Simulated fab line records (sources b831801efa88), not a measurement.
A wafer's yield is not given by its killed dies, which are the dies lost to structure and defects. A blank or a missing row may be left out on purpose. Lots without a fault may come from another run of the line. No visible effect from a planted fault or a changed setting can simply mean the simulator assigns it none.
Which of the tools did it? ; flow sky130 ; 13 lots, 39 wafers sampled, at 3 steps of a route of 708

## WHAT THE GAUGES SHOWED, per wafer
SKY_RES_XHIGH_TW_MEAS_09.
lot;measured;on;RES_XHIGH_TW
L145;day 26 22:41;film-metro-04;1680 1678 1673
L147;day 27 20:31;film-metro-04;1664 1663 1665
L148;day 28 11:52;film-metro-01;1619 1624 1610
L150;day 28 15:11;film-metro-04;1669 1672 1666
L149;day 28 21:01;film-metro-03;30 31 30
L151;day 29 04:18;film-metro-04;1658 1667 1658
L152;day 29 14:39;film-metro-01;1625 1629 1618
L157;day 31 06:09;film-metro-03;1672 1664 1674
L160;day 32 12:38;film-metro-01;1630 1628 1627
L165;day 33 12:55;film-metro-01;1621 1612 1616
L164;day 33 16:09;film-metro-03;1667 1667 1669
L167;day 34 07:15;film-metro-01;1609 1608 1618
L168;day 34 08:58;film-metro-03;1662 1666 1674

## WHICH TOOL RAN EACH LOT (tool, then ch and the chambers of the sampled wafers, then the start)
lot;SKY_POLY_CUT_ETCH_10;SKY_RES_XHIGH_EXPOSE_04
L145;rie-diel-01 ch 0,2,3, day 24 11:07;iline-stepper-02 ch 0, day 26 08:05
L147;rie-diel-01 ch 0,2,3, day 25 08:38;iline-stepper-01 ch 0, day 27 06:10
L148;rie-diel-01 ch 0,2, day 25 23:38;iline-stepper-01 ch 0, day 27 21:28
L150;rie-diel-01 ch 0,2, day 26 04:47;iline-stepper-01 ch 0, day 28 00:34
L149;rie-diel-03 ch 0,2,3, day 26 09:52;iline-stepper-02 ch 0, day 28 06:45
L151;rie-diel-04 ch 0,1,3, day 26 18:07;iline-stepper-02 ch 0, day 28 13:43
L152;rie-diel-01 ch 1,2, day 27 04:14;iline-stepper-02 ch 0, day 29 00:22
L157;rie-diel-03 ch 1,2,3, day 28 21:37;iline-stepper-01 ch 0, day 30 15:57
L160;rie-diel-04 ch 0,1,3, day 30 03:50;iline-stepper-02 ch 0, day 31 22:22
L165;rie-diel-03 ch 0,1, day 31 04:01;iline-stepper-01 ch 0, day 32 22:58
L164;rie-diel-03 ch 0,1,2, day 31 07:26;iline-stepper-02 ch 0, day 33 02:09
L167;rie-diel-01 ch 0,2,3, day 31 23:02;iline-stepper-02 ch 0, day 33 17:40
L168;rie-diel-03 ch 1,2,3, day 32 00:56;iline-stepper-01 ch 0, day 33 19:03
- SKY_POLY_CUT_ETCH_10: etches BARC in N2/H2, stops on SiO2, time 45.9 s, target depth 60 nm.
- SKY_RES_XHIGH_EXPOSE_04: exposes mask URPM, target cd 1270 nm.

## WHAT THE TOOLS THEMSELVES READ (means of the sampled wafers that have a number; where no wafer has one, the mark that the record gives instead)
SKY_POLY_CUT_ETCH_10.
lot;tool;drypump-motor-current-A (A);n2-flow-sccm (sccm);oes-product-au (a.u.);throttle-valve-pct (%)
L145;rie-diel-01;5.6;100.01;0.855;13.218
L147;rie-diel-01;5.6;100.17;0.854;13.223
L148;rie-diel-01;5.7;99.70;0.856;13.231
L150;rie-diel-01;6.0;99.94;0.852;13.227
L149;rie-diel-03;5.4;100.04;0.854;13.223
L151;rie-diel-04;6.0;100.03;0.855;13.226
L152;rie-diel-01;6.0;99.92;0.853;13.230
L157;rie-diel-03;5.3;99.81;0.854;13.227
L160;rie-diel-04;6.0;99.98;0.855;13.226
L165;rie-diel-03;5.6;99.60;0.851;13.227
L164;rie-diel-03;5.6;99.71;0.857;13.220
L167;rie-diel-01;5.6;99.91;0.859;13.210
L168;rie-diel-03;5.3;99.58;0.857;13.227

## THE ANSWER, worked out from the rows above alone
Rule: the usual values come from the lots themselves. Put in order of their means at a reading, lots are off if they are a third of the lots or fewer, leave a main group of 4 or more, and stand apart from it by a gap of 3 or more times the standard deviation of the main group's means; of several such gaps the widest counts. The tables above print the reading to a certain number of digits; a main group whose means all agree to those digits is not used. Also off: a lot with no number at a reading for which 4 or more lots have one. Any other lot the step has rows for is counted as sound. The gauges are gone through in route order, then the tools' own readings, and for those a lot's mean is taken as printed above. At the first step where some lot is off, the reading lying furthest off is the one used; lots without a number count as furthest.
Off: L149, at SKY_RES_XHIGH_TW_MEAS_09 (RES_XHIGH_TW). The main group: mean 1648, standard deviation 24.
A tool fits if, at a process step before that reading, it ran every lot that is off, and no sound lot after the first of them. Gauges at SKY_RES_XHIGH_TW_MEAS_09: tried the same way as those tools. Of those tried, none fits.

## WHAT WAS PUT IN BY THE SIMULATOR
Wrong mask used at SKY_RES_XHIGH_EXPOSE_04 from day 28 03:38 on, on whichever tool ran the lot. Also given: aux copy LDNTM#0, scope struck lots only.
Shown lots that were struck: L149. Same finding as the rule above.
